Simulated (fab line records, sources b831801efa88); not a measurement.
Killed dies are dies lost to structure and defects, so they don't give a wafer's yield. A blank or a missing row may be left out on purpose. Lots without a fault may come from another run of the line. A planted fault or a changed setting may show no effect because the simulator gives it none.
Which tool did it? | flow gf180mcu | 6 lots, 18 wafers sampled, at 4 steps of a route of 602

WHAT THE GAUGES READ, wafer by wafer
GF_V4_CD_MEAS_14: target cd 260 nm.
lot  | measured     | on        | cd_nm (nm)
L947 | day 24 21:25 | cd_sem-01 | 261.1 259.6 260.0
L949 | day 25 21:03 | cd_sem-01 | 259.7 258.3 259.7
L952 | day 26 19:07 | cd_sem-02 | 260.8 260.2 259.9
L960 | day 29 02:38 | cd_sem-02 | 270.2 269.6 269.9
L961 | day 29 14:53 | cd_sem-02 | 260.3 260.2 260.7
L968 | day 31 09:05 | cd_sem-01 | 256.0 257.8 259.6

WHICH TOOL RAN EACH LOT (tool, then ch and the chambers of the sampled wafers, then the start)
lot  | GF_V3_CVD_23                  | GF_V3_CMP_26                  | GF_V4_PEB_12
L947 | cvd_w-02 ch 0,1, day 22 22:03 | cmp-02 ch 0,1,2, day 22 22:28 | litho_track-01 ch 0, day 24 21:05
L949 | cvd_w-02 ch 0,1, day 23 23:34 | cmp-02 ch 0,1,2, day 23 23:53 | litho_track-04 ch 0, day 25 20:42
L952 | cvd_w-01 ch 0,1, day 24 22:38 | cmp-02 ch 1,2,3, day 24 23:01 | litho_track-01 ch 0, day 26 18:46
L960 | cvd_w-01 ch 0,1, day 27 11:28 | cmp-01 ch 0,1,3, day 27 11:46 | litho_track-04 ch 0, day 29 02:19
L961 | cvd_w-01 ch 0,1, day 27 21:21 | cmp-01 ch 0,2,3, day 27 21:42 | litho_track-01 ch 0, day 29 14:34
L968 | cvd_w-01 ch 0,1, day 29 18:41 | cmp-02 ch 1,2,3, day 29 19:05 | litho_track-01 ch 0, day 31 08:45
- GF_V3_CVD_23: deposits W, target thk 350 nm, time 104.9 s.
- GF_V3_CMP_26: polishes, stops on SiO2, t overpolish 15 s, target thk 0 nm.
- GF_V4_PEB_12: peb time 90 s.

THE ANSWER, worked out from the rows above alone
Rule: what is usual is taken from the lots themselves. Put in order of their means at a reading, lots are off if they are a third of the lots or fewer, leave a main group of 4 or more, and stand apart from it by a gap of 3 or more times the standard deviation of the main group's means; of several such gaps the widest counts. A main group whose means are all the same, to the digits that the tables above print for the reading, isn't used. A lot without any number at a reading at which 4 lots or more have one is off too. The other lots that the step has rows for count as sound.
Off: L960, at GF_V4_CD_MEAS_14 (cd_nm). The main group: mean 259.6 nm, standard deviation 0.99.
A tool fits if, at a process step before that reading, it ran every lot that is off, and no sound lot after the first of them. The gauges at GF_V4_CD_MEAS_14 are tried like those tools. One fits: litho_track-04 at GF_V4_PEB_12. Its last sound lot is L949 (day 25 20:42), its first lot that is off L960 (day 29 02:19): a fault that began between those two fits.

WHAT THE SIMULATOR HAD PUT IN
Process parameter drift: litho_track-04, from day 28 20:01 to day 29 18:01, at GF_V4_PEB_12. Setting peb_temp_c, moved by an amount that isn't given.
Lots struck among those shown: L960. The rule above found the same.
